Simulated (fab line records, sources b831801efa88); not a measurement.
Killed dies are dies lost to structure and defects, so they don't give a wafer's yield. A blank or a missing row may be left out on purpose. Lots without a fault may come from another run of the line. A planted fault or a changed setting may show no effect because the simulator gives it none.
Which tool did it? | flow sky130 | 12 lots, 36 wafers sampled, at 4 steps of a route of 708

WHAT THE GAUGES READ, wafer by wafer
SKY_SONOS_ONO_OVL_MEAS_14. Usual: SONOS_ONO_OVL 1.3 nm, standard deviation 1.3.
lot  | measured     | on         | SONOS_ONO_OVL (nm) | flag
L609 | day 12 21:57 | overlay-02 | 2.8 1.5 1.3        |
L611 | day 13 17:31 | overlay-02 | 0.1 0.6 1.4        |
L612 | day 13 17:24 | overlay-01 | 0.1 1.2 0.3        |
L615 | day 14 20:30 | overlay-01 | 0.5 0.6 0.7        |
L618 | day 15 15:23 | overlay-02 | 1.0 -0.5 -0.6      |
L622 | day 16 22:07 | overlay-02 | 1.6 2.5 2.9        |
L623 | day 17 11:57 | overlay-01 | -0.8 1.0 0.3       |
L624 | day 17 21:28 | overlay-01 | 0.6 1.2 0.7        |
L625 | day 18 14:35 | overlay-01 | 1.7 1.8 2.4        |
L629 | day 19 11:11 | overlay-01 | 1.5 0.8 1.4        |
L631 | day 20 16:02 | overlay-02 | 0.8 3.0 2.6        |
L632 | day 21 02:36 | overlay-02 | 1.4 1.8 -0.3       |

SKY_GATE_OXIDE_THK_MEAS_02. Usual: GATE_OXIDE_OXIDATION_00_THK 10.18 nm, standard deviation 0.26.
lot  | measured     | on            | GATE_OXIDE_OXIDATION_00_THK (nm) | flag
L609 | day 13 07:13 | film_metro-02 | 10.14 9.96 10.25                 |
L611 | day 13 22:37 | film_metro-02 | 10.76 10.73 10.82                |
L612 | day 13 22:37 | film_metro-04 | 10.05 9.79 10.16                 |
L615 | day 14 22:49 | film_metro-02 | 9.67 9.81 9.72                   |
L618 | day 15 18:43 | film_metro-02 | 10.07 10.04 10.11                |
L622 | day 17 01:05 | film_metro-04 | 5.91 5.92 6.17                   | OFF
L623 | day 17 13:55 | film_metro-02 | 10.11 10.18 10.26                |
L624 | day 17 23:15 | film_metro-03 | 10.32 10.27 10.19                |
L625 | day 18 16:43 | film_metro-03 | 6.10 6.09 6.09                   | OFF
L629 | day 19 13:03 | film_metro-02 | 10.02 10.21 10.11                |
L631 | day 20 17:48 | film_metro-02 | 9.92 9.83 9.66                   |
L632 | day 21 04:55 | film_metro-04 | 9.75 10.04 10.02                 |

WHICH TOOL RAN EACH LOT (tool, then ch and the chambers of the sampled wafers, then the start)
lot  | SKY_VT_ADJUST_NCORE_STRIP_10         | SKY_GATE_OXIDE_OXIDATION_01
L609 | plasma_asher-03 ch 0,1, day 8 19:46  | furnace-02 ch 0, day 13 05:47
L611 | plasma_asher-04 ch 0,1, day 9 08:38  | furnace-01 ch 0, day 13 21:12
L612 | plasma_asher-03 ch 0,1, day 9 11:17  | furnace-01 ch 0, day 13 21:12
L615 | plasma_asher-03 ch 0,1, day 10 11:47 | furnace-02 ch 0, day 14 21:25
L618 | plasma_asher-04 ch 0,1, day 11 04:50 | furnace-02 ch 0, day 15 17:19
L622 | plasma_asher-01 ch 0,1, day 12 08:31 | furnace-01 ch 0, day 16 23:40
L623 | plasma_asher-03 ch 1, day 12 18:32   | furnace-02 ch 0, day 17 12:30
L624 | plasma_asher-01 ch 0,1, day 12 21:52 | furnace-02 ch 0, day 17 21:49
L625 | plasma_asher-03 ch 0,1, day 13 15:17 | furnace-01 ch 0, day 18 15:19
L629 | plasma_asher-01 ch 0,1, day 14 12:23 | furnace-02 ch 0, day 19 11:38
L631 | plasma_asher-03 ch 0,1, day 15 12:23 | furnace-02 ch 0, day 20 16:23
L632 | plasma_asher-03 ch 0,1, day 15 22:31 | furnace-02 ch 0, day 21 03:29
- SKY_VT_ADJUST_NCORE_STRIP_10: strips in O2/N2.
- SKY_GATE_OXIDE_OXIDATION_01: stabilise 600 s, purge 300 s, target thk 10.268 nm.

WHAT THE TOOLS THEMSELVES READ (means of the sampled wafers that have a number; where no wafer has one, the mark that the record gives instead)
SKY_VT_ADJUST_NCORE_STRIP_10. Usual: drypump_motor_current_A 5.68 A, standard deviation 0.18; oes_product_au 0.715 a.u., standard deviation 0.0048; strip_time_to_endpoint_s 14.19 s, standard deviation 0.047.
lot  | tool            | drypump_motor_current_A (A) | oes_product_au (a.u.) | strip_time_to_endpoint_s (s) | flag
L609 | plasma_asher-03 | 5.55                        | 0.718                 | 14.20                        |
L611 | plasma_asher-04 | 5.80                        | 0.714                 | 14.21                        |
L612 | plasma_asher-03 | 5.73                        | 0.718                 | 14.26                        |
L615 | plasma_asher-03 | 5.54                        | 0.714                 | 14.19                        |
L618 | plasma_asher-04 | 5.79                        | 0.716                 | 14.25                        |
L622 | plasma_asher-01 | 5.56                        | 0.717                 | 14.25                        |
L623 | plasma_asher-03 | 5.42                        | 0.713                 | 14.16                        |
L624 | plasma_asher-01 | 5.67                        | 0.716                 | 14.23                        |
L625 | plasma_asher-03 | 5.71                        | 0.713                 | 14.19                        |
L629 | plasma_asher-01 | 5.56                        | 0.715                 | 14.15                        |
L631 | plasma_asher-03 | 5.69                        | 0.715                 | 14.16                        |
L632 | plasma_asher-03 | 5.74                        | 0.718                 | 14.17                        |

SKY_GATE_OXIDE_OXIDATION_01. Usual: ox_temp_c_max 902.6, standard deviation 0.61; spike_tc_lower_C 900.6 C, standard deviation 1.2.
lot  | tool       | ox_temp_c_max | spike_tc_lower_C (C) | flag
L609 | furnace-02 | 902.7         | 900.5                |
L611 | furnace-01 | 903.2         | 901.7                |
L612 | furnace-01 | 903.3         | 902.1                |
L615 | furnace-02 | 901.8         | 900.3                |
L618 | furnace-02 | 901.9         | 901.0                |
L622 | furnace-01 | 902.0         | 902.3                |
L623 | furnace-02 | 902.5         | 900.3                |
L624 | furnace-02 | 902.2         | 899.5                |
L625 | furnace-01 | 902.7         | 901.2                |
L629 | furnace-02 | 902.3         | 900.0                |
L631 | furnace-02 | 902.2         | 901.0                |
L632 | furnace-02 | 902.5         | 899.6                |

THE ANSWER, worked out from the rows above alone
Rule: a lot is off if the mean of its wafers that have a number lies more than 3 standard deviations from the usual mean. A lot without any number at a reading at which 4 lots or more have one is off too. The other lots that the step has rows for count as sound. The gauges are gone through in route order, then the tools' own readings, and for those a lot's mean is taken as printed above. The first step at which some lot is off is used, and at that step the reading that is off furthest; a lot without a number counts as furthest.
Off: L622, L625, at SKY_GATE_OXIDE_THK_MEAS_02 (GATE_OXIDE_OXIDATION_00_THK).
A tool fits if, at a process step before that reading, it ran every lot that is off, and no sound lot after the first of them. The gauges at SKY_GATE_OXIDE_THK_MEAS_02 are tried like those tools. One fits: furnace-01 at SKY_GATE_OXIDE_OXIDATION_01. Its last sound lot is L611 (day 13 21:12), its first lot that is off L622 (day 16 23:40): a fault that began between those two fits.

WHAT THE SIMULATOR HAD PUT IN
Process parameter drift: furnace-01, from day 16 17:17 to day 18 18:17, at SKY_GATE_OXIDE_OXIDATION_01. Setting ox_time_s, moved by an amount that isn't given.
Lots struck among those shown: L622, L625. The rule above found the same.
